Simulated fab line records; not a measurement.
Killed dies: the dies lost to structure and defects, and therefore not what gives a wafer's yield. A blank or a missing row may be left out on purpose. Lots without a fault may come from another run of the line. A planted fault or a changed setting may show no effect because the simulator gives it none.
Comparing a struck lot with a sound one / flow sfqLine / 43 steps out of a route of 325
Sound: these wafers, L263.1, L263.2, L263.6. Wafers struck: L271.1, L271.4, L271.6. The cause is given at the end.
For every step that has rows: the tool of each side, followed by ch and its chambers, followed by its first start. Under that, the readings that differ: sound wafers / struck wafers / difference of the means / sigmas: that difference in standard deviations of wafers without a fault.
alike: words and numbers the same on both sides, and readings whose means are apart by under 2 such deviations; not compared: readings that were withheld, readings missing a value for some wafer, numbers with overlapping values and no deviation given by the record, and bounds like >300 which may hide the same value.
A row with sigmas, a row that says differs or no value, or rows on one side alone: a step with any of these is where the two part. Numbers that don't overlap but have no deviation are shown without sigmas and don't part them. A reading that every wafer of one side lacks parts them only if that side has two wafers or more.

first, 6 steps without rows for these wafers: SFQ_TRILAYER_M5_LITHO_COAT_128 (resist thk 62 nm); SFQ_TRILAYER_M5_LITHO_COAT_123 (resist thk 600 nm); SFQ_TRILAYER_M5_LITHO_SOFTBAKE_127; SFQ_TRILAYER_M5_LITHO_EXPOSE_124 (exposes mask M5, target cd 700 nm); SFQ_TRILAYER_M5_LITHO_PEB_126 (peb time 60 s); SFQ_TRILAYER_M5_LITHO_DEVELOP_125 (time 60 s).
SFQ_M5_OVL_MEAS_932:
  sound on overlay-02, day 50 05:09; struck on overlay-01, day 63 02:52
  alike: M5_OVL
then, 4 steps without rows for these wafers: SFQ_TRILAYER_M5_BARC_OPEN_METAL_ETCH_161 (etches BARC in O2, target depth 125 nm, time 41.7 s); SFQ_TRILAYER_M5_ETCH_METAL_ETCH_126 (etches Nb in Cl2/BCl3, stops on SiO2, time 203.2 s, target depth 265 nm); SFQ_TRILAYER_M5_STRIP_STRIP_127 (strips in O2); SFQ_TRILAYER_M5_STRIP_SOLV_CLEAN_128 (cleans in NMP, time 600 s).
SFQ_TRILAYER_A5B_DEP_PECVD_129: deposits SiO2 from SiH4/N2O, time 133.33 s, target thk 600 nm.
  sound on pecvd-02 ch 0,2, day 50 06:14; struck on pecvd-04 ch 1,2, day 63 04:47
  alike: heaterPowerW, throttleValvePct
SFQ_TRILAYER_A5B_CMP_CMP_130: polishes, stops on Nb, target thk 340.7 nm.
  sound on cmp-01 ch 0,1,3, day 50 07:19; struck on cmp-01 ch 0,1,3, day 63 23:17
  no value came back on the struck wafers for edgeZonePressureFrac, headPressurePsi (psi), motorCurrentA (A); on the sound wafers edgeZonePressureFrac reads 0.996 1.001 1.001
reading=model.SiO2_of_TRILAYER_A5B_DEP_PECVD_129.thkNm (nm); sound=348.7 343.1 356; struck=595.7 612.8 611.1; difference=+257.3; sigmas=
SFQ_TRILAYER_A5B_METRO_MEASURE_131:
  sound on filmMetro-04, day 50 09:19; struck on filmMetro-04, day 64 01:47
reading=thkNm (nm); sound=349 343 356; struck=596 613 611; difference=+257; sigmas=+49
SFQ_TRILAYER_R5_DEP_SPUTTER_132: material Ti, target thk 5 nm, time 5 s.
  sound on pvdSputter-05, day 50 10:31; struck on pvdSputter-04, day 64 02:59
  alike: throttleValvePct
SFQ_TRILAYER_R5_DEP_SPUTTER_133: material MoNx, target thk 40 nm, time 66.7 s.
  sound on pvdSputter-05, day 50 10:34; struck on pvdSputter-04, day 64 03:01
  alike: throttleValvePct
SFQ_TRILAYER_R5_DEP_SPUTTER_134: material Ti, target thk 5 nm, time 5 s.
  sound on pvdSputter-05, day 50 10:40; struck on pvdSputter-04, day 64 03:04
  alike: throttleValvePct
SFQ_R5_RS_MEAS_933: uses a four-point probe to measure.
  sound on filmMetro-03, day 50 10:43; struck on filmMetro-03, day 64 03:05
  alike: R5_MONX_RS
SFQ_R5_THK_MEAS_934: measures by xrf.
  sound on filmMetro-03, day 50 10:50; struck on filmMetro-03, day 64 03:12
  alike: R5_MONX_THK
then, 6 steps without rows for these wafers: SFQ_TRILAYER_R5_LITHO_COAT_141 (resist thk 62 nm); SFQ_TRILAYER_R5_LITHO_COAT_136 (resist thk 600 nm); SFQ_TRILAYER_R5_LITHO_SOFTBAKE_140; SFQ_TRILAYER_R5_LITHO_EXPOSE_137 (exposes mask R5, target cd 500 nm); SFQ_TRILAYER_R5_LITHO_PEB_139 (peb time 60 s); SFQ_TRILAYER_R5_LITHO_DEVELOP_138 (time 60 s).
SFQ_R5_OVL_MEAS_935:
  sound on overlay-02, day 51 01:56; struck on overlay-02, day 64 05:31
  alike: R5_OVL
then, 4 steps without rows for these wafers: SFQ_TRILAYER_R5_BARC_OPEN_METAL_ETCH_177 (etches BARC in O2, target depth 125 nm, time 41.7 s); SFQ_TRILAYER_R5_ETCH_METAL_ETCH_139 (etches the open film in Cl2, stops on SiO2, target depth 60 nm, time 40 s); SFQ_TRILAYER_R5_STRIP_STRIP_140 (strips in O2); SFQ_TRILAYER_R5_STRIP_SOLV_CLEAN_141 (cleans in NMP, time 600 s).
SFQ_TRILAYER_A5C_DEP_PECVD_142: deposits SiO2 from SiH4/N2O, time 15.556 s, target thk 70 nm.
  sound on pecvd-04 ch 0,2, day 51 02:52; struck on pecvd-01 ch 0,1,2, day 64 06:37
  alike: heaterPowerW, throttleValvePct
then, 6 steps without rows for these wafers: SFQ_TRILAYER_I5_LITHO_COAT_149 (resist thk 62 nm); SFQ_TRILAYER_I5_LITHO_COAT_144 (resist thk 650 nm); SFQ_TRILAYER_I5_LITHO_SOFTBAKE_148; SFQ_TRILAYER_I5_LITHO_EXPOSE_145 (exposes mask I5, target cd 700 nm); SFQ_TRILAYER_I5_LITHO_PEB_147 (peb time 60 s); SFQ_TRILAYER_I5_LITHO_DEVELOP_146 (time 60 s).
SFQ_I5_OVL_MEAS_936:
  sound on overlay-02, day 56 14:41; struck on overlay-02, day 64 08:53
  alike: I5_OVL
then, 4 steps without rows for these wafers: SFQ_TRILAYER_I5_BARC_OPEN_VIA_ETCH_200 (etches BARC in O2, target depth 125 nm, time 41.7 s); SFQ_TRILAYER_I5_ETCH_VIA_ETCH_147 (etches the open film in CHF3, stops on Nb, target depth 360 nm); SFQ_TRILAYER_I5_STRIP_STRIP_148 (strips in O2); SFQ_TRILAYER_I5_STRIP_SOLV_CLEAN_149 (cleans in NMP, time 600 s).
-- the record jumps here: 19 days lie between the struck wafers' starts before and after --
SFQ_M8_BOW_MEAS_951:
  sound on filmMetro-02, day 75 15:34; struck on filmMetro-01, day 83 07:12
reading=model.etest.i5.linkOhm; sound=2.283 2.284 2.289; struck=2.399 2.408 2.412; difference=+0.121; sigmas=
  alike: M8_BOW

## WHERE THEY PART
At SFQ_TRILAYER_A5B_CMP_CMP_130 first; at SFQ_TRILAYER_A5B_METRO_MEASURE_131 last (within this record only). Later steps at which nothing parts them and some readings are alike: SFQ_TRILAYER_R5_DEP_SPUTTER_132, SFQ_TRILAYER_R5_DEP_SPUTTER_133, SFQ_TRILAYER_R5_DEP_SPUTTER_134, SFQ_R5_RS_MEAS_933, SFQ_R5_THK_MEAS_934, SFQ_R5_OVL_MEAS_935, SFQ_TRILAYER_A5C_DEP_PECVD_142, SFQ_I5_OVL_MEAS_936, SFQ_M8_BOW_MEAS_951.

WHY: the cause the simulator had injected
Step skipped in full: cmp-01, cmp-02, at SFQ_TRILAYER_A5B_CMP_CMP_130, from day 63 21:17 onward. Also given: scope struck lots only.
